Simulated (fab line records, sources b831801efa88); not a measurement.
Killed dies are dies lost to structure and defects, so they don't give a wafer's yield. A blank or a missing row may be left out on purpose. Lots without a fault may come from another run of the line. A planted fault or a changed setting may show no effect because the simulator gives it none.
Chamber matching | flow gf180mcu | GF_V3_CMP_26 on cmp-02: 4 sister chambers
The step polishes, stops on SiO2, t overpolish 15 s, target thk 0 nm. 4 wafers are shown with their chamber, then 12 later ones without.

WAFERS WITH THEIR CHAMBER
wafer  | chamber | motor_current_A (A)
L083.1 | 0       | 10.9
L091.1 | 3       | 12.4
L091.3 | 2       | 10.9
L091.6 | 1       | 10.4

WAFERS WITHOUT THEIR CHAMBER
wafer  | motor_current_A (A)
L093.2 | 12.1
L093.3 | 10.4
L093.4 | 11.5
L094.1 | 11.3
L094.5 | 10.2
L094.6 | 11.2
L096.2 | 11.7
L096.4 | 10.8
L096.5 | 10.8
L097.3 | 12.2
L097.4 | 11.4
L097.5 | 10.9

WHICH CHAMBER EACH WENT THROUGH
wafer  | from the rows above               | in truth
L093.2 | 3                                 | 3
L093.3 | can't be placed: 1 or 0 or 2      | 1
L093.4 | can't be placed: 0 or 2 or 3 or 1 | 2
L094.1 | can't be placed: 0 or 2 or 1 or 3 | 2
L094.5 | can't be placed: 1 or 0 or 2      | 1
L094.6 | can't be placed: 0 or 2 or 1      | 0
L096.2 | can't be placed: 3 or 0 or 2 or 1 | 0
L096.4 | can't be placed: 0 or 2 or 1      | 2
L096.5 | can't be placed: 0 or 2 or 1      | 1
L097.3 | 3                                 | 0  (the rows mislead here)
L097.4 | can't be placed: 0 or 2 or 1 or 3 | 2
L097.5 | can't be placed: 0 or 2 or 1      | 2
Placed correctly: 1 of 12. Can't be placed from these rows: 10 (the true chamber is among the candidates in 10). Placed wrongly: 1.
How it was worked out, from the rows above alone: a wafer's distance from a chamber is the root of the sum, over the readings, of the square of ((its reading less the chamber's mean) divided by the reading's scatter). The wafer belongs to the nearest chamber; if the next one is less than 2 further off, it can't be placed. A chamber's mean is the mean of its shown wafers. The scatter: with one shown wafer a chamber, the root of the mean of the squares of how far each hidden wafer lies from its nearest shown one.
